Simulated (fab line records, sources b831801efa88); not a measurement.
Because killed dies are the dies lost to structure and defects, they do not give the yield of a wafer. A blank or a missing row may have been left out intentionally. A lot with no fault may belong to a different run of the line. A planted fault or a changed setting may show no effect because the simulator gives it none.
fab line records / flow sky130
[record] lots = 7 wafers = 21 last_day = 50
route steps=708 shown VT_ADJUST_PCH@146 SONOS_TUNNEL@154 PAD_OPEN@708
lots that met no fault: taken from a fault-free run of the same line
start_h: hours from the record's first day to the start of the lot's first wafer shown / wait_h: time in hours since the lot's previous step / " repeats the value in the row above / L1.1+2: a single row standing in for several wafers / - no value present, or no start provided / * or withheld: withheld / < > ~ a bound
route shown NAME@n: a module of which the file shows steps, and the number in the route of the first / usual: mean and standard deviation over wafers with no fault / same: alike in all rows / chamber/n: place in a boat / sites: the reading at each site / _std_site: the standard deviation of these / _edge_site: inner sites' mean taken away from outer sites' mean / radius_mm: for every site, how far away it sits from the centre of the wafer / mask NAME#n: copy n / behind: the tool/chamber that last shaped the wafer / hold: why the lot went on hold/how many hours it stayed there/how the hold came to an end / device: which transistor (n, p or np) failed to switch / end of line: tests run on the same wafers once the route is complete / a step with no rows: only its recipe / killed: dies lost to structure and defects at the first sort, not the wafer's yield / map: dies across one wafer; x = killed, . = not, _ = none there
set.NAME: the setting the step ran with; set.NAME@STEP: the setting that earlier step ran with / model.NAME: the simulator's own value behind a step, which no gauge read
lots at some steps of the route; a table a step, a row a wafer
services: when a tool's chamber went out of use (start_h, in hours from the record's first day, below 0 if earlier), for how many hours, and the reason
[[steps]]
[step SKY_VT_ADJUST_PCH_SOFTBAKE_03]
[recipe] temp_c = 110 time_s = withheld
[step SKY_VT_ADJUST_PCH_EXPOSE_04]
[recipe] mask_id = NWM na = 0.6 source_shape = conventional sigma_outer = 0.6 polarization = unpolarized target_cd_nm = 840 dose_mj = 255
[step SKY_VT_ADJUST_PCH_PEB_05]
[recipe] temp_c = 115 time_s = withheld
[step SKY_VT_ADJUST_PCH_DEVELOP_06]
[recipe] wall_angle_deg = 90 developer = TMAH develop_time_s = 60 dev_temp_c = 23
[step SKY_VT_ADJUST_PCH_OVL_MEAS_07]
[usual] VT_ADJUST_PCH_OVL = 0.6/1.2
lot.wafer=L419.2 tool=overlay-02 chamber=- start_h=250.87 wait_h=- VT_ADJUST_PCH_OVL[nm]=-1.5
lot.wafer=L419.3 tool=overlay-02 chamber=- start_h=250.87 wait_h=- VT_ADJUST_PCH_OVL[nm]=-0.3
lot.wafer=L419.6 tool=overlay-02 chamber=- start_h=250.87 wait_h=- VT_ADJUST_PCH_OVL[nm]=0.8
lot.wafer=L428.2 tool=overlay-02 chamber=- start_h=313.83 wait_h=- VT_ADJUST_PCH_OVL[nm]=2.7
lot.wafer=L428.3 tool=overlay-02 chamber=- start_h=313.83 wait_h=- VT_ADJUST_PCH_OVL[nm]=1.5
lot.wafer=L428.6 tool=overlay-02 chamber=- start_h=313.83 wait_h=- VT_ADJUST_PCH_OVL[nm]=3.0
lot.wafer=L433.2 tool=overlay-02 chamber=- start_h=353.33 wait_h=- VT_ADJUST_PCH_OVL[nm]=-0.7
lot.wafer=L433.5 tool=overlay-02 chamber=- start_h=353.33 wait_h=- VT_ADJUST_PCH_OVL[nm]=0.3
lot.wafer=L433.6 tool=overlay-02 chamber=- start_h=353.33 wait_h=- VT_ADJUST_PCH_OVL[nm]=0.3
lot.wafer=L434.2 tool=overlay-01 chamber=- start_h=357.43 wait_h=- VT_ADJUST_PCH_OVL[nm]=0.2
lot.wafer=L434.3 tool=overlay-01 chamber=- start_h=357.43 wait_h=- VT_ADJUST_PCH_OVL[nm]=0.0
lot.wafer=L434.6 tool=overlay-01 chamber=- start_h=357.43 wait_h=- VT_ADJUST_PCH_OVL[nm]=-1.0
lot.wafer=L435.3 tool=overlay-02 chamber=- start_h=370.28 wait_h=- VT_ADJUST_PCH_OVL[nm]=2.5
lot.wafer=L435.5 tool=overlay-02 chamber=- start_h=370.28 wait_h=- VT_ADJUST_PCH_OVL[nm]=1.2
lot.wafer=L435.6 tool=overlay-02 chamber=- start_h=370.28 wait_h=- VT_ADJUST_PCH_OVL[nm]=1.1
lot.wafer=L438.3 tool=overlay-02 chamber=- start_h=399.73 wait_h=- VT_ADJUST_PCH_OVL[nm]=0.6
lot.wafer=L438.5 tool=overlay-02 chamber=- start_h=399.73 wait_h=- VT_ADJUST_PCH_OVL[nm]=0.1
lot.wafer=L438.6 tool=overlay-02 chamber=- start_h=399.73 wait_h=- VT_ADJUST_PCH_OVL[nm]=1.0
lot.wafer=L439.2 tool=overlay-02 chamber=- start_h=409.02 wait_h=- VT_ADJUST_PCH_OVL[nm]=0.7
lot.wafer=L439.3 tool=overlay-02 chamber=- start_h=409.02 wait_h=- VT_ADJUST_PCH_OVL[nm]=1.3
lot.wafer=L439.5 tool=overlay-02 chamber=- start_h=409.02 wait_h=- VT_ADJUST_PCH_OVL[nm]=0.7
[step SKY_VT_ADJUST_PCH_IMPLANT_08]
[recipe] species = B energy_kev = 10 dose_cm2 = 5e+11 tilt_deg = withheld
[step SKY_VT_ADJUST_PCH_STRIP_09]
[recipe] chemistry = O2/N2 power_w = 1400 pressure_mtorr = 1500 platen_temp_c = withheld o2_flow_sccm = 3000 n2_flow_sccm = 300 overash_fraction = 0.5
[usual] drypump_motor_current_A = 5.9/0.46 oes_product_au = 0.722/0.0051 strip_time_to_endpoint_s = 36.93/0.12
[same] overash_fraction = 0.5
lot.wafer=L419.2 tool=plasma_asher-03 chamber=0 start_h=251.05 wait_h=0.1 drypump_motor_current_A=6.2 oes_product_au=0.728 rf_hours_counter_h=14 strip_time_to_endpoint_s=37.01
lot.wafer=L419.3 tool=plasma_asher-03 chamber=0 start_h=251.05 wait_h=0.1 drypump_motor_current_A=6.2 oes_product_au=0.731 rf_hours_counter_h=- strip_time_to_endpoint_s=36.97
lot.wafer=L419.6 tool=plasma_asher-03 chamber=0 start_h=251.05 wait_h=0.1 drypump_motor_current_A=6.2 oes_product_au=0.726 rf_hours_counter_h=- strip_time_to_endpoint_s=37.05
lot.wafer=L428.2 tool=plasma_asher-03 chamber=1 start_h=314.01 wait_h=0.1 drypump_motor_current_A=5.8 oes_product_au=0.722 rf_hours_counter_h=20 strip_time_to_endpoint_s=36.76
lot.wafer=L428.3 tool=plasma_asher-03 chamber=0 start_h=314.01 wait_h=0.1 drypump_motor_current_A=6.2 oes_product_au=0.719 rf_hours_counter_h=- strip_time_to_endpoint_s=36.78
lot.wafer=L428.6 tool=plasma_asher-03 chamber=1 start_h=314.01 wait_h=0.1 drypump_motor_current_A=5.8 oes_product_au=0.720 rf_hours_counter_h=- strip_time_to_endpoint_s=36.82
lot.wafer=L433.2 tool=plasma_asher-03 chamber=0 start_h=353.51 wait_h=0.1 drypump_motor_current_A=6.2 oes_product_au=0.727 rf_hours_counter_h=24 strip_time_to_endpoint_s=37.03
lot.wafer=L433.5 tool=plasma_asher-03 chamber=0 start_h=353.51 wait_h=0.1 drypump_motor_current_A=6.2 oes_product_au=0.717 rf_hours_counter_h=- strip_time_to_endpoint_s=37.07
lot.wafer=L433.6 tool=plasma_asher-03 chamber=1 start_h=353.51 wait_h=0.1 drypump_motor_current_A=5.8 oes_product_au=0.731 rf_hours_counter_h=- strip_time_to_endpoint_s=37.05
lot.wafer=L434.2 tool=plasma_asher-02 chamber=0 start_h=357.61 wait_h=0.1 drypump_motor_current_A=6.7 oes_product_au=0.723 rf_hours_counter_h=57 strip_time_to_endpoint_s=36.95
lot.wafer=L434.3 tool=plasma_asher-02 chamber=0 start_h=357.61 wait_h=0.1 drypump_motor_current_A=6.6 oes_product_au=0.722 rf_hours_counter_h=- strip_time_to_endpoint_s=36.85
lot.wafer=L434.6 tool=plasma_asher-02 chamber=0 start_h=357.61 wait_h=0.1 drypump_motor_current_A=6.6 oes_product_au=0.717 rf_hours_counter_h=- strip_time_to_endpoint_s=36.89
lot.wafer=L435.3 tool=plasma_asher-04 chamber=1 start_h=370.48 wait_h=0.1 drypump_motor_current_A=5.9 oes_product_au=0.722 rf_hours_counter_h=- strip_time_to_endpoint_s=36.87
lot.wafer=L435.5 tool=plasma_asher-04 chamber=0 start_h=370.48 wait_h=0.1 drypump_motor_current_A=5.6 oes_product_au=0.720 rf_hours_counter_h=- strip_time_to_endpoint_s=37.09
lot.wafer=L435.6 tool=plasma_asher-04 chamber=1 start_h=370.48 wait_h=0.1 drypump_motor_current_A=5.9 oes_product_au=0.730 rf_hours_counter_h=- strip_time_to_endpoint_s=36.87
lot.wafer=L438.3 tool=plasma_asher-04 chamber=0 start_h=399.93 wait_h=0.1 drypump_motor_current_A=5.6 oes_product_au=0.719 rf_hours_counter_h=- strip_time_to_endpoint_s=37.07
lot.wafer=L438.5 tool=plasma_asher-04 chamber=1 start_h=399.93 wait_h=0.1 drypump_motor_current_A=5.9 oes_product_au=0.717 rf_hours_counter_h=- strip_time_to_endpoint_s=37.11
lot.wafer=L438.6 tool=plasma_asher-04 chamber=0 start_h=399.93 wait_h=0.1 drypump_motor_current_A=5.6 oes_product_au=0.716 rf_hours_counter_h=- strip_time_to_endpoint_s=37.17
lot.wafer=L439.2 tool=plasma_asher-03 chamber=0 start_h=409.20 wait_h=0.1 drypump_motor_current_A=6.2 oes_product_au=0.717 rf_hours_counter_h=29 strip_time_to_endpoint_s=37.01
lot.wafer=L439.3 tool=plasma_asher-03 chamber=0 start_h=409.20 wait_h=0.1 drypump_motor_current_A=6.2 oes_product_au=0.710 rf_hours_counter_h=- strip_time_to_endpoint_s=37.07
lot.wafer=L439.5 tool=plasma_asher-03 chamber=1 start_h=409.20 wait_h=0.1 drypump_motor_current_A=5.8 oes_product_au=0.724 rf_hours_counter_h=- strip_time_to_endpoint_s=37.15
[step SKY_VT_ADJUST_PCH_TW_MEAS_10]
[usual] VT_ADJUST_PCH_TW = 143.0/2.2
lot.wafer=L419.2 tool=film_metro-02 chamber=- start_h=251.16 wait_h=0.1 VT_ADJUST_PCH_TW=140.4
lot.wafer=L419.3 tool=film_metro-02 chamber=- start_h=251.16 wait_h=0.1 VT_ADJUST_PCH_TW=139.5
lot.wafer=L419.6 tool=film_metro-02 chamber=- start_h=251.16 wait_h=0.1 VT_ADJUST_PCH_TW=139.7
lot.wafer=L428.2 tool=film_metro-01 chamber=- start_h=314.12 wait_h=0.1 VT_ADJUST_PCH_TW=142.0
lot.wafer=L428.3 tool=film_metro-01 chamber=- start_h=314.12 wait_h=0.1 VT_ADJUST_PCH_TW=142.6
lot.wafer=L428.6 tool=film_metro-01 chamber=- start_h=314.12 wait_h=0.1 VT_ADJUST_PCH_TW=141.6
lot.wafer=L433.2 tool=film_metro-02 chamber=- start_h=353.62 wait_h=0.1 VT_ADJUST_PCH_TW=140.1
lot.wafer=L433.5 tool=film_metro-02 chamber=- start_h=353.62 wait_h=0.1 VT_ADJUST_PCH_TW=139.5
lot.wafer=L433.6 tool=film_metro-02 chamber=- start_h=353.62 wait_h=0.1 VT_ADJUST_PCH_TW=139.6
lot.wafer=L434.2 tool=film_metro-04 chamber=- start_h=357.72 wait_h=0.1 VT_ADJUST_PCH_TW=145.0
lot.wafer=L434.3 tool=film_metro-04 chamber=- start_h=357.72 wait_h=0.1 VT_ADJUST_PCH_TW=144.8
lot.wafer=L434.6 tool=film_metro-04 chamber=- start_h=357.72 wait_h=0.1 VT_ADJUST_PCH_TW=144.7
lot.wafer=L435.3 tool=film_metro-01 chamber=- start_h=370.57 wait_h=0.1 VT_ADJUST_PCH_TW=143.4
lot.wafer=L435.5 tool=film_metro-01 chamber=- start_h=370.57 wait_h=0.1 VT_ADJUST_PCH_TW=142.3
lot.wafer=L435.6 tool=film_metro-01 chamber=- start_h=370.57 wait_h=0.1 VT_ADJUST_PCH_TW=142.8
lot.wafer=L438.3 tool=film_metro-02 chamber=- start_h=400.02 wait_h=0.1 VT_ADJUST_PCH_TW=139.4
lot.wafer=L438.5 tool=film_metro-02 chamber=- start_h=400.02 wait_h=0.1 VT_ADJUST_PCH_TW=139.8
lot.wafer=L438.6 tool=film_metro-02 chamber=- start_h=400.02 wait_h=0.1 VT_ADJUST_PCH_TW=140.1
lot.wafer=L439.2 tool=film_metro-04 chamber=- start_h=409.31 wait_h=0.1 VT_ADJUST_PCH_TW=145.5
lot.wafer=L439.3 tool=film_metro-04 chamber=- start_h=409.31 wait_h=0.1 VT_ADJUST_PCH_TW=144.4
lot.wafer=L439.5 tool=film_metro-04 chamber=- start_h=409.31 wait_h=0.1 VT_ADJUST_PCH_TW=144.2
[step SKY_SONOS_TUNNEL_DEHYDRATE_00]
[recipe] temp_c = 200 time_s = 60
[step SKY_SONOS_TUNNEL_HMDS_01]
[recipe] prime_time_s = 60 prime_temp_c = 120
[step SKY_SONOS_TUNNEL_COAT_02]
[recipe] resist = NOVOLAK spin_rpm = 3000 resist_thk_nm = 1140
[step SKY_SONOS_TUNNEL_SOFTBAKE_03]
[recipe] temp_c = 90 time_s = 60 resist = NOVOLAK
[step SKY_SONOS_TUNNEL_EXPOSE_04]
[recipe] mask_id = TUNM na = 0.6 source_shape = conventional sigma_outer = 0.6 polarization = unpolarized target_cd_nm = 410 dose_mj = 136
[usual] exposure_dose_mJ_cm2 = 135.96/0.12
lot.wafer=L419.2 tool=iline_stepper-02 chamber=0 start_h=262.80 wait_h=- mask=TUNM#0 exposure_dose_mJ_cm2=136.01
lot.wafer=L419.3 tool=iline_stepper-02 chamber=0 start_h=262.80 wait_h=- mask=TUNM#0 exposure_dose_mJ_cm2=135.97
lot.wafer=L419.6 tool=iline_stepper-02 chamber=0 start_h=262.80 wait_h=- mask=TUNM#0 exposure_dose_mJ_cm2=136.06
lot.wafer=L428.2 tool=iline_stepper-02 chamber=0 start_h=327.28 wait_h=- mask=TUNM#0 exposure_dose_mJ_cm2=136.15
lot.wafer=L428.3 tool=iline_stepper-02 chamber=0 start_h=327.28 wait_h=- mask=TUNM#0 exposure_dose_mJ_cm2=135.96
lot.wafer=L428.6 tool=iline_stepper-02 chamber=0 start_h=327.28 wait_h=- mask=TUNM#0 exposure_dose_mJ_cm2=135.83
lot.wafer=L433.2 tool=iline_stepper-02 chamber=0 start_h=367.18 wait_h=- mask=TUNM#0 exposure_dose_mJ_cm2=127.91
lot.wafer=L433.5 tool=iline_stepper-02 chamber=0 start_h=367.18 wait_h=- mask=TUNM#0 exposure_dose_mJ_cm2=128.13
lot.wafer=L433.6 tool=iline_stepper-02 chamber=0 start_h=367.18 wait_h=- mask=TUNM#0 exposure_dose_mJ_cm2=127.89
lot.wafer=L434.2 tool=iline_stepper-02 chamber=0 start_h=371.76 wait_h=- mask=TUNM#0 exposure_dose_mJ_cm2=127.91
lot.wafer=L434.3 tool=iline_stepper-02 chamber=0 start_h=371.76 wait_h=- mask=TUNM#0 exposure_dose_mJ_cm2=127.86
lot.wafer=L434.6 tool=iline_stepper-02 chamber=0 start_h=371.76 wait_h=- mask=TUNM#0 exposure_dose_mJ_cm2=127.83
lot.wafer=L435.3 tool=iline_stepper-02 chamber=0 start_h=385.17 wait_h=- mask=TUNM#0 exposure_dose_mJ_cm2=129.53
lot.wafer=L435.5 tool=iline_stepper-02 chamber=0 start_h=385.17 wait_h=- mask=TUNM#0 exposure_dose_mJ_cm2=129.61
lot.wafer=L435.6 tool=iline_stepper-02 chamber=0 start_h=385.17 wait_h=- mask=TUNM#0 exposure_dose_mJ_cm2=129.45
lot.wafer=L438.3 tool=iline_stepper-01 chamber=0 start_h=415.32 wait_h=- mask=TUNM#0 exposure_dose_mJ_cm2=135.87
lot.wafer=L438.5 tool=iline_stepper-01 chamber=0 start_h=415.32 wait_h=- mask=TUNM#0 exposure_dose_mJ_cm2=135.91
lot.wafer=L438.6 tool=iline_stepper-01 chamber=0 start_h=415.32 wait_h=- mask=TUNM#0 exposure_dose_mJ_cm2=136.09
lot.wafer=L439.2 tool=iline_stepper-01 chamber=0 start_h=424.15 wait_h=- mask=TUNM#0 exposure_dose_mJ_cm2=136.15
lot.wafer=L439.3 tool=iline_stepper-01 chamber=0 start_h=424.15 wait_h=- mask=TUNM#0 exposure_dose_mJ_cm2=136.05
lot.wafer=L439.5 tool=iline_stepper-01 chamber=0 start_h=424.15 wait_h=- mask=TUNM#0 exposure_dose_mJ_cm2=135.96
[step SKY_SONOS_TUNNEL_PEB_05]
[recipe] temp_c = withheld time_s = * resist = NOVOLAK
[step SKY_SONOS_TUNNEL_DEVELOP_06]
[recipe] resist = NOVOLAK developer = TMAH develop_time_s = 60 dev_temp_c = 23
[step SKY_SONOS_TUNNEL_CD_MEAS_07]
[recipe] target_cd_nm = 410
[usual] cd_nm = 410.5/2.7
lot.wafer=L419.2 tool=cd_sem-02 chamber=- start_h=275.28 wait_h=0.1 cd_nm=409.3
lot.wafer=L419.3 tool=cd_sem-02 chamber=- start_h=275.28 wait_h=0.1 cd_nm=408.5
lot.wafer=L419.6 tool=cd_sem-02 chamber=- start_h=275.28 wait_h=0.1 cd_nm=411.8
lot.wafer=L428.2 tool=cd_sem-01 chamber=- start_h=340.16 wait_h=0.1 cd_nm=404.6
lot.wafer=L428.3 tool=cd_sem-01 chamber=- start_h=340.16 wait_h=0.1 cd_nm=404.6
lot.wafer=L428.6 tool=cd_sem-01 chamber=- start_h=340.16 wait_h=0.1 cd_nm=404.0
lot.wafer=L433.2 tool=cd_sem-02 chamber=- start_h=381.33 wait_h=0.1 cd_nm=393.5
lot.wafer=L433.5 tool=cd_sem-02 chamber=- start_h=381.33 wait_h=0.1 cd_nm=391.2
lot.wafer=L433.6 tool=cd_sem-02 chamber=- start_h=381.33 wait_h=0.1 cd_nm=390.8
lot.wafer=L434.2 tool=cd_sem-02 chamber=- start_h=386.40 wait_h=0.1 cd_nm=392.8
lot.wafer=L434.3 tool=cd_sem-02 chamber=- start_h=386.40 wait_h=0.1 cd_nm=391.8
lot.wafer=L434.6 tool=cd_sem-02 chamber=- start_h=386.40 wait_h=0.1 cd_nm=395.0
lot.wafer=L435.3 tool=cd_sem-01 chamber=- start_h=399.63 wait_h=0.1 cd_nm=396.0
lot.wafer=L435.5 tool=cd_sem-01 chamber=- start_h=399.63 wait_h=0.1 cd_nm=395.7
lot.wafer=L435.6 tool=cd_sem-01 chamber=- start_h=399.63 wait_h=0.1 cd_nm=398.0
lot.wafer=L438.3 tool=cd_sem-01 chamber=- start_h=429.98 wait_h=0.1 cd_nm=414.6
lot.wafer=L438.5 tool=cd_sem-01 chamber=- start_h=429.98 wait_h=0.1 cd_nm=412.8
lot.wafer=L438.6 tool=cd_sem-01 chamber=- start_h=429.98 wait_h=0.1 cd_nm=413.8
lot.wafer=L439.2 tool=cd_sem-02 chamber=- start_h=439.90 wait_h=0.1 cd_nm=408.6
lot.wafer=L439.3 tool=cd_sem-02 chamber=- start_h=439.90 wait_h=0.1 cd_nm=408.4
lot.wafer=L439.5 tool=cd_sem-02 chamber=- start_h=439.90 wait_h=0.1 cd_nm=409.1
[step SKY_SONOS_TUNNEL_OVL_MEAS_08]
[usual] SONOS_TUNNEL_OVL = 0.2/1.3
lot.wafer=L419.2 tool=overlay-02 chamber=- start_h=275.39 wait_h=0.1 SONOS_TUNNEL_OVL[nm]=-0.6
lot.wafer=L419.3 tool=overlay-02 chamber=- start_h=275.39 wait_h=0.1 SONOS_TUNNEL_OVL[nm]=0.8
lot.wafer=L419.6 tool=overlay-02 chamber=- start_h=275.39 wait_h=0.1 SONOS_TUNNEL_OVL[nm]=-0.1
lot.wafer=L428.2 tool=overlay-01 chamber=- start_h=340.27 wait_h=0.1 SONOS_TUNNEL_OVL[nm]=0.3
lot.wafer=L428.3 tool=overlay-01 chamber=- start_h=340.27 wait_h=0.1 SONOS_TUNNEL_OVL[nm]=-1.2
lot.wafer=L428.6 tool=overlay-01 chamber=- start_h=340.27 wait_h=0.1 SONOS_TUNNEL_OVL[nm]=1.9
lot.wafer=L433.2 tool=overlay-01 chamber=- start_h=381.44 wait_h=0.1 SONOS_TUNNEL_OVL[nm]=-2.5
lot.wafer=L433.5 tool=overlay-01 chamber=- start_h=381.44 wait_h=0.1 SONOS_TUNNEL_OVL[nm]=-1.2
lot.wafer=L433.6 tool=overlay-01 chamber=- start_h=381.44 wait_h=0.1 SONOS_TUNNEL_OVL[nm]=-1.2
lot.wafer=L434.2 tool=overlay-01 chamber=- start_h=386.51 wait_h=0.1 SONOS_TUNNEL_OVL[nm]=-1.7
lot.wafer=L434.3 tool=overlay-01 chamber=- start_h=386.51 wait_h=0.1 SONOS_TUNNEL_OVL[nm]=-0.2
lot.wafer=L434.6 tool=overlay-01 chamber=- start_h=386.51 wait_h=0.1 SONOS_TUNNEL_OVL[nm]=-2.6
lot.wafer=L435.3 tool=overlay-01 chamber=- start_h=399.72 wait_h=0.1 SONOS_TUNNEL_OVL[nm]=-2.8
lot.wafer=L435.5 tool=overlay-01 chamber=- start_h=399.72 wait_h=0.1 SONOS_TUNNEL_OVL[nm]=1.8
lot.wafer=L435.6 tool=overlay-01 chamber=- start_h=399.72 wait_h=0.1 SONOS_TUNNEL_OVL[nm]=0.3
lot.wafer=L438.3 tool=overlay-02 chamber=- start_h=430.07 wait_h=0.1 SONOS_TUNNEL_OVL[nm]=1.4
lot.wafer=L438.5 tool=overlay-02 chamber=- start_h=430.07 wait_h=0.1 SONOS_TUNNEL_OVL[nm]=1.1
lot.wafer=L438.6 tool=overlay-02 chamber=- start_h=430.07 wait_h=0.1 SONOS_TUNNEL_OVL[nm]=1.9
lot.wafer=L439.2 tool=overlay-02 chamber=- start_h=440.01 wait_h=0.1 SONOS_TUNNEL_OVL[nm]=-1.0
lot.wafer=L439.3 tool=overlay-02 chamber=- start_h=440.01 wait_h=0.1 SONOS_TUNNEL_OVL[nm]=0.4
lot.wafer=L439.5 tool=overlay-02 chamber=- start_h=440.01 wait_h=0.1 SONOS_TUNNEL_OVL[nm]=0.5
[step SKY_PAD_OPEN_PROBE_99]
[usual] killed_at_M0_to_M3 = 43/7.3 killed_at_M4_up = 3.1/1.7 killed_at_contacts = 25/5.3 killed_at_front_end = 14/4.1 killed_at_other = 0.3/0.56 killed_dies = 85/9.4 killed_open = 46/7.4 killed_short = 38/5.8
[same] gross_dies = 492 killed_at_back_side = 0
lot.wafer=L419.2 tool=prober-01 chamber=- start_h=1102.56 wait_h=0.1 killed_at_M0_to_M3=50 killed_at_M4_up=1 killed_at_contacts=26 killed_at_front_end=17 killed_at_other=0 killed_dies=94 killed_open=50 killed_short=44
lot.wafer=L419.3 tool=prober-01 chamber=- start_h=1102.61 wait_h=0.2 killed_at_M0_to_M3=45 killed_at_M4_up=2 killed_at_contacts=34 killed_at_front_end=11 killed_at_other=0 killed_dies=92 killed_open=56 killed_short=36
lot.wafer=L419.6 tool=prober-01 chamber=- start_h=1102.76 wait_h=0.2 killed_at_M0_to_M3=37 killed_at_M4_up=4 killed_at_contacts=30 killed_at_front_end=15 killed_at_other=0 killed_dies=86 killed_open=57 killed_short=29
lot.wafer=L438.3 tool=prober-02 chamber=- start_h=1197.24 wait_h=0.2 killed_at_M0_to_M3=43 killed_at_M4_up=2 killed_at_contacts=20 killed_at_front_end=11 killed_at_other=0 killed_dies=76 killed_open=37 killed_short=39
lot.wafer=L438.5 tool=prober-02 chamber=- start_h=1197.34 wait_h=0.2 killed_at_M0_to_M3=43 killed_at_M4_up=3 killed_at_contacts=22 killed_at_front_end=21 killed_at_other=0 killed_dies=89 killed_open=47 killed_short=42
lot.wafer=L438.6 tool=prober-02 chamber=- start_h=1197.39 wait_h=0.2 killed_at_M0_to_M3=26 killed_at_M4_up=3 killed_at_contacts=23 killed_at_front_end=15 killed_at_other=0 killed_dies=67 killed_open=38 killed_short=29
lot.wafer=L439.2 tool=prober-01 chamber=- start_h=1204.74 wait_h=0.1 killed_at_M0_to_M3=43 killed_at_M4_up=4 killed_at_contacts=19 killed_at_front_end=13 killed_at_other=0 killed_dies=79 killed_open=38 killed_short=41
lot.wafer=L439.3 tool=prober-01 chamber=- start_h=1204.79 wait_h=0.2 killed_at_M0_to_M3=40 killed_at_M4_up=2 killed_at_contacts=22 killed_at_front_end=16 killed_at_other=0 killed_dies=80 killed_open=40 killed_short=40
lot.wafer=L439.5 tool=prober-01 chamber=- start_h=1204.89 wait_h=0.2 killed_at_M0_to_M3=50 killed_at_M4_up=4 killed_at_contacts=16 killed_at_front_end=14 killed_at_other=0 killed_dies=84 killed_open=43 killed_short=41
// killed by level:class
L419.2 VIA1:geometric_particle:open=14 CONTACT:geometric_particle:open=10 METAL1:geometric_particle:short=6 VIA1:geometric_particle:short=6 VIA2:geometric_particle:open=6 VIA3:geometric_particle:short=6 FIELD_ISO:geometric_particle:open=5 LI_CONTACT:geometric_particle:short=5
L419.3 LI_CONTACT:geometric_particle:open=14 VIA3:geometric_particle:open=10 VIA1:geometric_particle:short=7 VIA1:geometric_particle:open=7 LI_CONTACT:geometric_particle:short=6 VIA2:geometric_particle:open=6 CONTACT:geometric_particle:open=5 CONTACT:geometric_particle:short=4
L419.6 CONTACT:geometric_particle:open=11 LI_CONTACT:geometric_particle:open=10 VIA1:geometric_particle:open=10 VIA3:geometric_particle:open=7 METAL1:geometric_particle:short=5 FIELD_ISO:geometric_particle:open=4 POLY_GATE:geometric_particle:open=4 VIA2:geometric_particle:open=4
L438.3 VIA1:geometric_particle:open=12 VIA2:geometric_particle:open=8 CONTACT:geometric_particle:short=6 VIA1:geometric_particle:short=6 CONTACT:geometric_particle:open=5 LOCAL_INTERCONNECT:geometric_particle:short=5 FIELD_ISO:geometric_particle:short=4 FIELD_ISO:geometric_particle:open=3
L438.5 VIA1:geometric_particle:open=13 CONTACT:geometric_particle:open=8 FIELD_ISO:geometric_particle:open=6 CONTACT:geometric_particle:short=6 FIELD_ISO:geometric_particle:short=5 METAL1:geometric_particle:short=5 POLY_GATE:geometric_particle:open=4 VIA3:geometric_particle:open=4
L438.6 VIA1:geometric_particle:open=9 CONTACT:geometric_particle:open=8 LI_CONTACT:geometric_particle:open=7 FIELD_ISO:geometric_particle:open=4 METAL1:geometric_particle:short=4 VIA1:geometric_particle:short=4 FIELD_ISO:geometric_particle:short=3 METAL2:geometric_particle:short=3
L439.2 VIA3:geometric_particle:open=8 VIA1:geometric_particle:short=8 VIA1:geometric_particle:open=8 LI_CONTACT:geometric_particle:open=5 CONTACT:geometric_particle:short=5 METAL1:geometric_particle:short=5 VIA2:geometric_particle:open=5 FIELD_ISO:geometric_particle:short=4
L439.3 VIA2:geometric_particle:open=8 CONTACT:geometric_particle:open=7 METAL1:geometric_particle:short=6 CONTACT:geometric_particle:short=6 VIA1:geometric_particle:open=6 VIA3:geometric_particle:open=6 POLY_GATE:geometric_particle:open=5 POLY_GATE:geometric_particle:short=5
L439.5 VIA1:geometric_particle:open=9 METAL2:geometric_particle:short=8 VIA2:geometric_particle:open=8 FIELD_ISO:geometric_particle:open=7 LI_CONTACT:geometric_particle:open=6 LOCAL_INTERCONNECT:geometric_particle:short=6 METAL1:geometric_particle:short=6 FIELD_ISO:geometric_particle:short=5
[[services]]
tool=plasma_asher-02 chamber=- start_h=230.34 hours=2.8 kind=pm
tool=iline_stepper-02 chamber=0 start_h=259.01 hours=- kind=calibration
tool=iline_stepper-02 chamber=- start_h=259.69 hours=2.1 kind=pm
tool=iline_stepper-02 chamber=- start_h=261.78 hours=- kind=consumable_replace:lamp
tool=iline_stepper-02 chamber=- start_h=264.62 hours=2.7 kind=repair
tool=iline_stepper-02 chamber=- start_h=287.60 hours=1.7 kind=repair
tool=iline_stepper-02 chamber=- start_h=336.44 hours=2.7 kind=repair
tool=plasma_asher-04 chamber=- start_h=376.45 hours=1.0 kind=repair
tool=iline_stepper-01 chamber=- start_h=383.74 hours=1.7 kind=pm
tool=plasma_asher-03 chamber=- start_h=395.01 hours=2.8 kind=pm
tool=iline_stepper-02 chamber=- start_h=395.58 hours=1.7 kind=pm
tool=iline_stepper-02 chamber=- start_h=406.58 hours=7.0 kind=repair
tool=plasma_asher-04 chamber=- start_h=410.64 hours=1.4 kind=repair
tool=plasma_asher-02 chamber=- start_h=410.92 hours=3.4 kind=repair
tool=plasma_asher-04 chamber=- start_h=421.25 hours=9.0 kind=pm
tool=plasma_asher-04 chamber=0 start_h=421.25 hours=9.0 kind=vent_cycle
tool=plasma_asher-04 chamber=1 start_h=421.25 hours=9.0 kind=vent_cycle
[[key]]
[first_sign] step = SKY_SONOS_TUNNEL_EXPOSE_04 reading = exposure_dose_mJ_cm2 direction = down sigmas = 65 usual = * struck = *
[effect] step = SKY_SONOS_TUNNEL_CD_MEAS_07 reading = cd_nm direction = down sigmas = 6.2 usual = 410.5 struck = 393.9 through = control_loop
met_at SKY_SONOS_TUNNEL_EXPOSE_04
struck_wafers L433.2,L433.5,L433.6,L434.2,L434.3,L434.6,L435.3,L435.5,L435.6
tester_left_out L433,L434,L435
[loop_trim] step = SKY_SONOS_TUNNEL_EXPOSE_04 setting = dose lots = L435
onset_between 327.28 367.18
[fault] kind = process_parameter_drift tool = iline_stepper-02 chamber = - onset_h = 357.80 steps = SKY_SONOS_TUNNEL_EXPOSE_04 channel = dose_mj offset = -8.0148 shape = step acts_in = these_recipes_only stated = 136
// tester_left_out: of these lots the tester's yield and bins aren't shown, on N5 and GAA mostly nor the transistor test; their killed dies are dies lost to structure and defects alone, not to doping, threshold or leakage, so they don't give the yield
// loop_trim: a control loop set the setting to another value than it would have without faults
